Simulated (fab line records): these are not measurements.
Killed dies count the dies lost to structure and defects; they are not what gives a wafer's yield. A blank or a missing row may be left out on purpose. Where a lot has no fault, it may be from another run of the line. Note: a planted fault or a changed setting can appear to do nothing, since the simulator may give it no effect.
Which of the tools did it? + flow gf180mcu + 42 wafers from 14 lots sampled at 4 of the route's 602 steps

## WHAT THE GAUGES READ, wafer by wafer
GF_VT_IMPLANT_TW_MEAS_32.
| lot  | measured     | on            | VT_IMPLANT_3_TW   |
|------|--------------|---------------|-------------------|
| L115 | day 7 04:09  | film-metro-04 | 270.2 266.7 269.5 |
| L116 | day 7 07:48  | film-metro-04 | 269.6 268.9 268.8 |
| L117 | day 7 12:53  | film-metro-02 | 265.5 265.7 265.2 |
| L119 | day 7 23:12  | film-metro-02 | 266.7 266.7 266.0 |
| L118 | day 8 00:50  | film-metro-04 | 269.8 269.6 268.6 |
| L121 | day 8 12:55  | film-metro-04 | 269.9 269.5 270.2 |
| L122 | day 8 21:21  | film-metro-04 | 270.2 270.2 271.2 |
| L123 | day 8 23:19  | film-metro-02 | 267.3 268.1 267.1 |
| L124 | day 9 08:54  | film-metro-04 | 267.2 265.3 267.9 |
| L126 | day 9 21:49  | film-metro-02 | 265.1 266.0 267.1 |
| L127 | day 10 05:52 | film-metro-02 | 267.4 266.4 266.4 |
| L129 | day 10 17:45 | film-metro-04 | 267.4 268.1 268.8 |
| L130 | day 11 02:22 | film-metro-03 | 271.7 270.9 271.1 |
| L131 | day 11 07:41 | film-metro-02 | 267.3 268.2 268.5 |

GF_PSD_RS_MEAS_14: uses a four-point probe to measure.
| lot  | measured     | on            | NSD_RS (ohm/sq)   |
|------|--------------|---------------|-------------------|
| L115 | day 14 11:10 | film-metro-02 | 46.25 46.15 46.07 |
| L116 | day 14 21:41 | film-metro-04 | 46.20 46.10 46.20 |
| L117 | day 15 00:50 | film-metro-04 | 46.10 46.08 46.14 |
| L119 | day 15 14:42 | film-metro-03 | 46.27 46.26 46.27 |
| L118 | day 15 17:25 | film-metro-04 | 46.15 46.16 45.99 |
| L121 | day 16 08:58 | film-metro-04 | 46.09 46.11 46.14 |
| L122 | day 16 20:02 | film-metro-04 | 46.36 46.26 46.31 |
| L123 | day 16 21:18 | film-metro-04 | 46.19 46.24 46.23 |
| L124 | day 17 10:04 | film-metro-02 | 46.27 46.01 46.08 |
| L126 | day 18 02:09 | film-metro-04 | 46.01 46.05 46.09 |
| L127 | day 18 13:14 | film-metro-02 | 46.15 46.23 46.12 |
| L129 | day 19 05:41 | film-metro-02 | 46.18 46.29 46.28 |
| L130 | day 19 17:38 | film-metro-02 | 46.29 46.13 46.21 |
| L131 | day 19 21:54 | film-metro-04 | 46.23 46.04 46.01 |

GF_SALICIDE_RS_MEAS_04: uses a four-point probe to measure.
| lot  | measured     | on            | SALICIDE_TIN_RS (ohm/sq) |
|------|--------------|---------------|--------------------------|
| L115 | day 15 09:05 | film-metro-04 | 16.43 16.05 16.42        |
| L116 | day 15 19:20 | film-metro-04 | 16.41 16.56 16.59        |
| L117 | day 15 23:08 | film-metro-04 | 15.91 15.89 15.95        |
| L119 | day 16 13:31 | film-metro-02 | 16.11 16.16 16.02        |
| L118 | day 16 16:16 | film-metro-01 | 16.15 16.15 16.51        |
| L121 | day 17 08:18 | film-metro-01 | 15.64 15.79 15.67        |
| L122 | day 17 19:16 | film-metro-02 | 16.18 16.12 16.06        |
| L123 | day 17 20:33 | film-metro-01 | 16.39 16.20 16.62        |
| L124 | day 18 08:55 | film-metro-04 | 16.39 16.64 16.47        |
| L126 | day 19 02:29 | film-metro-04 | 16.13 16.22 16.09        |
| L127 | day 19 13:26 | film-metro-01 | 16.14 16.12 15.97        |
| L129 | day 20 06:52 | film-metro-02 | 16.13 16.57 16.44        |
| L130 | day 20 17:34 | film-metro-02 | 15.82 15.69 16.10        |
| L131 | day 20 22:56 | film-metro-02 | 15.80 15.78 15.86        |

## TOOL THAT RAN EACH LOT (tool first, then ch and the chambers of the sampled wafers, then the start)
| lot  | GF_STI_CMP_25                |
|------|------------------------------|
| L115 | cmp-02 ch 1,2,3, day 2 09:10 |
| L116 | cmp-02 ch 0,2,3, day 2 12:02 |
| L117 | cmp-01 ch 0,1,3, day 2 17:38 |
| L119 | cmp-02 ch 0,1,2, day 3 01:29 |
| L118 | cmp-01 ch 1,2,3, day 3 01:44 |
| L121 | cmp-02 ch 0,1,3, day 3 10:59 |
| L122 | cmp-02 ch 1,2,3, day 3 18:35 |
| L123 | cmp-01 ch 0,3, day 3 20:56   |
| L124 | cmp-01 ch 0,3, day 4 02:19   |
| L126 | cmp-01 ch 2,3, day 4 12:04   |
| L127 | cmp-02 ch 0,1,3, day 4 17:29 |
| L129 | cmp-02 ch 0,1,2, day 5 03:59 |
| L130 | cmp-01 ch 0,2,3, day 5 09:56 |
| L131 | cmp-02 ch 0,1,2, day 5 14:46 |
- GF_STI_CMP_25: polishes, stops on Si3N4, t overpolish 33 s, target thk 524.6 nm.

## WHAT THE TOOLS THEMSELVES READ (means of the sampled wafers that have a number; where no wafer has one, the mark that the record gives instead)
GF_STI_CMP_25.
| lot  | tool   | motor-current-A (A) | overpolish-run-s (s) | retaining-ring-pressure-frac | time-to-endpoint-s (s) |
|------|--------|---------------------|----------------------|------------------------------|------------------------|
| L115 | cmp-02 | 13.0                | 33.000               | 0.999                        | 124                    |
| L116 | cmp-02 | 11.5                | 32.998               | 1.000                        | 127                    |
| L117 | cmp-01 | 14.2                | 32.996               | 1.000                        | 125                    |
| L119 | cmp-02 | 11.4                | 32.998               | 0.994                        | 129                    |
| L118 | cmp-01 | 14.0                | 33.006               | 1.001                        | 123                    |
| L121 | cmp-02 | 11.2                | 33.000               | 0.999                        | 128                    |
| L122 | cmp-02 | 12.5                | 32.995               | 0.994                        | 125                    |
| L123 | cmp-01 | 12.9                | 32.996               | 1.004                        | 131                    |
| L124 | cmp-01 | 13.6                | 33.005               | 0.997                        | 127                    |
| L126 | cmp-01 | 12.5                | 33.009               | 0.999                        | 119                    |
| L127 | cmp-02 | 11.5                | 33.009               | 1.005                        | 128                    |
| L129 | cmp-02 | 11.4                | 33.915               | 1.002                        | 128                    |
| L130 | cmp-01 | 13.2                | 32.991               | 1.001                        | 116                    |
| L131 | cmp-02 | 11.7                | 33.917               | 1.003                        | 132                    |

## THE ANSWER, worked out from the rows above alone
Rule: the usual values come from the lots themselves. Put in order of their means at a reading, lots are off if they are a third of the lots or fewer, leave a main group of 4 or more, and stand apart from it by a gap of 3 or more times the standard deviation of the main group's means; of several such gaps the widest counts. The tables above print the reading to a certain number of digits; a main group whose means all agree to those digits is not used. Also off: a lot with no number at a reading for which 4 or more lots have one. Where the step has rows for the other lots, those lots are counted as sound. The gauges are gone through in route order, then the tools' own readings, and for those a lot's mean is taken as printed above. At the first step where some lot is off, the reading lying furthest off is the one used; lots without a number count as furthest.
Off: L129, L131 (GF_STI_CMP_25, overpolish-run-s). The main group has a mean of 33.000 s with a standard deviation of 0.0055.
A tool fits if, at that step or a process step before it, it ran every lot that is off, and no sound lot after the first of them. One fits: cmp-02 at GF_STI_CMP_25. Its last sound lot is L127 (day 4 17:29), its first lot that is off L129 (day 5 03:59): a fault that began between those two fits.
The tool's own readings at GF_STI_CMP_25 bear it out: on the lots that are off they differ by more than 5 times the standard deviation of the sound lots' means. overpolish-run-s reads 33.916 s there against 33.000 s on the sound lots.

## WHAT THE SIMULATOR HAD INSERTED
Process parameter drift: cmp-02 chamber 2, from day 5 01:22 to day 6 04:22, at GF_STI_CMP_25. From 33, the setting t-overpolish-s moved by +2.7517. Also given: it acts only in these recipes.
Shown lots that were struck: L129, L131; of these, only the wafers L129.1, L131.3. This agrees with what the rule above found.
